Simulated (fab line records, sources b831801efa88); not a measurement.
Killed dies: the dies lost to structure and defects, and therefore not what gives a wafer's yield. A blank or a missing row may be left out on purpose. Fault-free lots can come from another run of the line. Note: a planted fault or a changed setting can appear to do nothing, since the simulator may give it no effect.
Which tool is to blame? + flow gf180mcu + Sampling: 13 lots, 38 wafers, 5 of 602 route steps

## WHAT EACH GAUGE READ, for each wafer
GF_M2_OVL_MEAS_15.
| lot  | measured     | on         | M2_OVL (nm) |
|------|--------------|------------|-------------|
| L632 | day 19 00:20 | overlay-01 | 0 -6 1      |
| L634 | day 20 03:02 | overlay-02 | -8 3 1      |
| L633 | day 20 03:41 | overlay-01 | -2 5 -4     |
| L636 | day 20 22:48 | overlay-01 | 4 5 7       |
| L638 | day 21 07:32 | overlay-02 | -4 -2       |
| L645 | day 23 23:56 | overlay-01 | -6 -4 3     |
| L646 | day 24 08:20 | overlay-01 | -2 -9 0     |
| L647 | day 24 15:05 | overlay-01 | -6 -8 -4    |
| L649 | day 25 08:47 | overlay-01 | 1 1 -5      |
| L651 | day 26 03:53 | overlay-02 | -8 -6 -5    |
| L652 | day 26 07:35 | overlay-02 | -1 0 0      |
| L653 | day 26 09:23 | overlay-01 | -3 -1 -5    |
| L654 | day 26 14:29 | overlay-01 | 5 -3 1      |

GF_V2_OVL_MEAS_15.
| lot  | measured     | on         | V2_OVL (nm) |
|------|--------------|------------|-------------|
| L632 | day 20 01:48 | overlay-02 | -3 -5 1     |
| L634 | day 21 04:13 | overlay-02 | 2 -5 5      |
| L633 | day 21 04:55 | overlay-01 | 1 0 -6      |
| L636 | day 21 23:51 | overlay-01 | -5 -9 -6    |
| L638 | day 22 08:52 | overlay-02 | 6 3         |
| L645 | day 24 23:05 | overlay-01 | 6 -4 -3     |
| L646 | day 25 07:21 | overlay-02 | 10 5 5      |
| L647 | day 25 14:47 | overlay-02 | 11 10 3     |
| L649 | day 26 07:31 | overlay-01 | -3 1 -3     |
| L651 | day 27 02:07 | overlay-01 | -9 -5 -12   |
| L652 | day 27 05:41 | overlay-01 | -2 0 0      |
| L653 | day 27 07:32 | overlay-01 | 4 3 4       |
| L654 | day 27 12:35 | overlay-02 | -3 3 -4     |

GF_M3_CD_MEAS_14: target cd 280 nm.
| lot  | measured     | on        | cd-nm (nm)        |
|------|--------------|-----------|-------------------|
| L632 | day 21 03:25 | cd-sem-02 | 279.4 279.3 279.4 |
| L634 | day 22 05:11 | cd-sem-02 | 278.9 279.7 278.0 |
| L633 | day 22 06:33 | cd-sem-01 | 280.4 281.5 280.0 |
| L636 | day 23 00:23 | cd-sem-01 | 279.6 265.0 279.9 |
| L638 | day 23 09:39 | cd-sem-01 | 265.7 278.8       |
| L645 | day 25 21:47 | cd-sem-02 | 281.3 280.5 279.2 |
| L646 | day 26 06:01 | cd-sem-01 | 278.9 279.9 279.1 |
| L647 | day 26 13:50 | cd-sem-02 | 280.8 281.1 281.0 |
| L649 | day 27 05:44 | cd-sem-02 | 279.7 279.0 279.4 |
| L651 | day 28 00:03 | cd-sem-01 | 279.4 279.6 279.3 |
| L652 | day 28 03:11 | cd-sem-01 | 278.7 278.8 278.1 |
| L653 | day 28 05:00 | cd-sem-01 | 277.7 276.6 277.4 |
| L654 | day 28 09:35 | cd-sem-01 | 282.1 283.0 281.8 |

## EACH LOT AND THE TOOL THAT RAN IT (in order: tool; ch and the chambers of the sampled wafers; start)
| lot  | GF_M2_METAL_ETCH_16               | GF_M3_EXPOSE_11                   |
|------|-----------------------------------|-----------------------------------|
| L632 | rie-metal-04 ch 0,1, day 19 00:22 | krf-scanner-02 ch 0, day 20 15:08 |
| L634 | rie-metal-03 ch 0,1, day 20 03:04 | krf-scanner-01 ch 0, day 21 17:13 |
| L633 | rie-metal-01 ch 0,1, day 20 03:46 | krf-scanner-02 ch 0, day 21 18:19 |
| L636 | rie-metal-04 ch 0,1, day 20 22:50 | krf-scanner-02 ch 0, day 22 12:50 |
| L638 | rie-metal-03 ch 0, day 21 07:37   | krf-scanner-02 ch 0, day 22 22:06 |
| L645 | rie-metal-01 ch 0,1, day 23 23:58 | krf-scanner-01 ch 0, day 25 11:26 |
| L646 | rie-metal-01 ch 0,1, day 24 08:24 | krf-scanner-01 ch 0, day 25 19:49 |
| L647 | rie-metal-01 ch 0,1, day 24 15:07 | krf-scanner-01 ch 0, day 26 03:34 |
| L649 | rie-metal-01 ch 0,1, day 25 08:49 | krf-scanner-02 ch 0, day 26 19:51 |
| L651 | rie-metal-01 ch 0,1, day 26 03:55 | krf-scanner-01 ch 0, day 27 13:59 |
| L652 | rie-metal-04 ch 0, day 26 07:37   | krf-scanner-02 ch 0, day 27 17:50 |
| L653 | rie-metal-03 ch 0,1, day 26 09:25 | krf-scanner-02 ch 0, day 27 19:31 |
| L654 | rie-metal-01 ch 0,1, day 26 14:32 | krf-scanner-01 ch 0, day 28 00:37 |
- GF_M2_METAL_ETCH_16: etches the open film in Cl2/BCl3, stops on SiO2, target depth 750.8 nm, time 125.1 s.
- GF_M3_EXPOSE_11: exposes mask Metal3, target cd 280 nm.

## AS READ BY THE TOOLS THEMSELVES (means over the sampled wafers that have a number; for cases with no such wafer, the mark the record gives instead)
GF_M2_METAL_ETCH_16.
| lot  | tool         | drypump-motor-current-A (A) | oes-product-au (a.u.) | throttle-valve-pct (%) |
|------|--------------|-----------------------------|-----------------------|------------------------|
| L632 | rie-metal-04 | 5.8                         | 0.989                 | 28.225                 |
| L634 | rie-metal-03 | 6.1                         | 0.988                 | 28.226                 |
| L633 | rie-metal-01 | 5.9                         | 0.985                 | 28.238                 |
| L636 | rie-metal-04 | 5.7                         | 0.978                 | 28.244                 |
| L638 | rie-metal-03 | 6.0                         | 0.992                 | 28.223                 |
| L645 | rie-metal-01 | 5.7                         | 0.988                 | 28.221                 |
| L646 | rie-metal-01 | 5.7                         | 0.987                 | 28.233                 |
| L647 | rie-metal-01 | 5.7                         | 0.987                 | 28.233                 |
| L649 | rie-metal-01 | 5.9                         | 0.993                 | 28.238                 |
| L651 | rie-metal-01 | 5.8                         | 0.987                 | 28.239                 |
| L652 | rie-metal-04 | 5.4                         | 0.980                 | 28.241                 |
| L653 | rie-metal-03 | 6.1                         | 0.992                 | 28.236                 |
| L654 | rie-metal-01 | 5.9                         | 0.986                 | 28.236                 |

## THE ANSWER, worked out from the rows above alone
Rule: usual is defined by the lots themselves. Put in order of their means at a reading, lots are off if they are a third of the lots or fewer, leave a main group of 4 or more, and stand apart from it by a gap of 3 or more times the standard deviation of the main group's means; of several such gaps the widest counts. A main group whose means are all the same, to the digits that the tables above print for the reading, isn't used. Also off: a lot with no number at a reading for which 4 or more lots have one. Any other lot the step has rows for is counted as sound. The gauges are gone through in route order, then the tools' own readings, and for those a lot's mean is taken as printed above. At the first step where some lot is off, the reading lying furthest off is the one used; lots without a number count as furthest.
Nothing can be told from this: no lot is off at any reading shown.

## WHAT THE SIMULATOR HAD INSERTED
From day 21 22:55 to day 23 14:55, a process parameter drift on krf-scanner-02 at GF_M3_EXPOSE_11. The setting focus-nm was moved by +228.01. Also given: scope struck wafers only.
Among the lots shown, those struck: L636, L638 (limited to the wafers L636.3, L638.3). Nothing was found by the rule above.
